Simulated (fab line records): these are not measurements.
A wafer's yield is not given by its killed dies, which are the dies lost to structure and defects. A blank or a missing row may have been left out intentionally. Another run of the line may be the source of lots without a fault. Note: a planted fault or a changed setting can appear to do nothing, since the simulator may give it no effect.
What tool caused it? | flow sky130 | 15 lots, 45 wafers sampled, at 3 steps of a route of 708

== WHAT THE GAUGES SHOWED, per wafer ==
SKY_PASSIVATION_THK_MEAS_01. Usual: PASSIVATION_CVD_00_THK typically reads 89.9 nm, with standard deviation 1.1.
lot  | measured     | on           | PASSIVATION_CVD_00_THK (nm) | flag
L102 | day 43 17:57 | filmMetro-01 | 89.1 90.0 91.3              | 
L104 | day 44 08:25 | filmMetro-04 | 87.7 90.5 88.8              | 
L105 | day 44 14:19 | filmMetro-02 | 89.0 90.3 91.4              | 
L106 | day 44 21:56 | filmMetro-04 | 88.9 91.6 89.2              | 
L108 | day 45 19:21 | filmMetro-01 | 89.7 90.4 91.8              | 
L111 | day 46 01:49 | filmMetro-04 | 89.2 88.6 88.7              | 
L112 | day 46 03:35 | filmMetro-02 | 89.3 88.9 90.4              | 
L113 | day 46 11:22 | filmMetro-01 | 89.3 90.2 90.9              | 
L114 | day 46 17:46 | filmMetro-01 | 90.8 91.4 90.9              | 
L118 | day 48 14:17 | filmMetro-02 | 87.2 89.3 88.1              | 
L120 | day 48 15:42 | filmMetro-01 | 90.3 89.3 91.4              | 
L121 | day 48 17:40 | filmMetro-01 | 89.2 91.0 91.4              | 
L123 | day 49 02:08 | filmMetro-04 | 88.5 90.6 90.3              | 
L124 | day 49 02:46 | filmMetro-01 | 91.5 89.0 90.9              | 
L125 | day 49 07:35 | filmMetro-02 | 89.5 88.8 91.1              | 

SKY_PASSIVATION_THK_MEAS_03. Usual: PASSIVATION_CVD_02_THK typically reads 536 nm, with standard deviation 7.4.
lot  | measured     | on           | PASSIVATION_CVD_02_THK (nm) | flag
L102 | day 43 18:14 | filmMetro-02 | 529 535 535                 | 
L104 | day 44 08:42 | filmMetro-04 | 533 550 544                 | 
L105 | day 44 14:43 | filmMetro-04 | 538 540 541                 | 
L106 | day 44 22:20 | filmMetro-04 | 537 527 541                 | 
L108 | day 45 19:38 | filmMetro-02 | 527 538 541                 | 
L111 | day 46 02:05 | filmMetro-01 | 537 539 535                 | 
L112 | day 46 03:53 | filmMetro-01 | 537 535 544                 | 
L113 | day 46 11:39 | filmMetro-01 | 533 541 534                 | 
L114 | day 46 18:03 | filmMetro-02 | 543 547 541                 | 
L118 | day 48 14:34 | filmMetro-02 | 523 516 522                 | 
L120 | day 48 15:59 | filmMetro-04 | 554 547 550                 | 
L121 | day 48 17:56 | filmMetro-02 | 529 538 533                 | 
L123 | day 49 02:25 | filmMetro-02 | 517 539 526                 | 
L124 | day 49 03:04 | filmMetro-01 | 541 541 543                 | 
L125 | day 49 07:52 | filmMetro-01 | 516 533 528                 | 

== WHAT TOOL EACH LOT RAN ON (gives the tool, then ch and the chambers of the sampled wafers, and finally the start) ==
lot  | SKY_METAL5_SPUTTER_03
L102 | pvdSputter-03, day 42 18:49
L104 | pvdSputter-03, day 43 08:46
L105 | pvdSputter-01, day 43 15:49
L106 | pvdSputter-01, day 43 22:38
L108 | pvdSputter-01, day 44 21:14
L111 | pvdSputter-02, day 45 03:34
L112 | pvdSputter-01, day 45 06:03
L113 | pvdSputter-01, day 45 14:05
L114 | pvdSputter-01, day 45 19:35
L118 | pvdSputter-02, day 47 19:17
L120 | pvdSputter-03, day 47 20:02
L121 | pvdSputter-03, day 47 21:53
L123 | pvdSputter-03, day 48 07:02
L124 | pvdSputter-03, day 48 07:43
L125 | pvdSputter-03, day 48 13:04
- SKY_METAL5_SPUTTER_03: material Ti, target thk 5 nm, time 3.3 s.

== WHAT THE TOOLS THEMSELVES READ (means of the sampled wafers that have a number; where no wafer has one, the mark that the record gives instead) ==
SKY_METAL5_SPUTTER_03. Usual: throttleValvePct at 29.6 %, with a standard deviation of 1.
lot  | tool          | throttleValvePct (%) | flag
L102 | pvdSputter-03 | 29.4                 | 
L104 | pvdSputter-03 | 28.7                 | 
L105 | pvdSputter-01 | 30.0                 | 
L106 | pvdSputter-01 | 30.0                 | 
L108 | pvdSputter-01 | 30.2                 | 
L111 | pvdSputter-02 | 28.8                 | 
L112 | pvdSputter-01 | 30.1                 | 
L113 | pvdSputter-01 | 30.1                 | 
L114 | pvdSputter-01 | 30.0                 | 
L118 | pvdSputter-02 | 29.9                 | 
L120 | pvdSputter-03 | 28.9                 | 
L121 | pvdSputter-03 | 30.0                 | 
L123 | pvdSputter-03 | 29.6                 | 
L124 | pvdSputter-03 | 29.4                 | 
L125 | pvdSputter-03 | 29.7                 | 

== THE ANSWER, worked out from the rows above alone ==
Rule: take the mean of a lot's wafers that have a number; if it is more than 3 standard deviations from the usual mean, the lot is off. A lot without any number at a reading at which 4 lots or more have one is off too. Where the step has rows for the other lots, those lots are counted as sound. Order of review: gauges by route order, followed by the tools' own readings, for which a lot's mean as printed above is used. At the first step where some lot is off, the reading lying furthest off is the one used; lots without a number count as furthest.
Across all readings shown, no lot is off: no conclusion can be drawn from this.

== WHAT HAD BEEN PUT IN BY THE SIMULATOR ==
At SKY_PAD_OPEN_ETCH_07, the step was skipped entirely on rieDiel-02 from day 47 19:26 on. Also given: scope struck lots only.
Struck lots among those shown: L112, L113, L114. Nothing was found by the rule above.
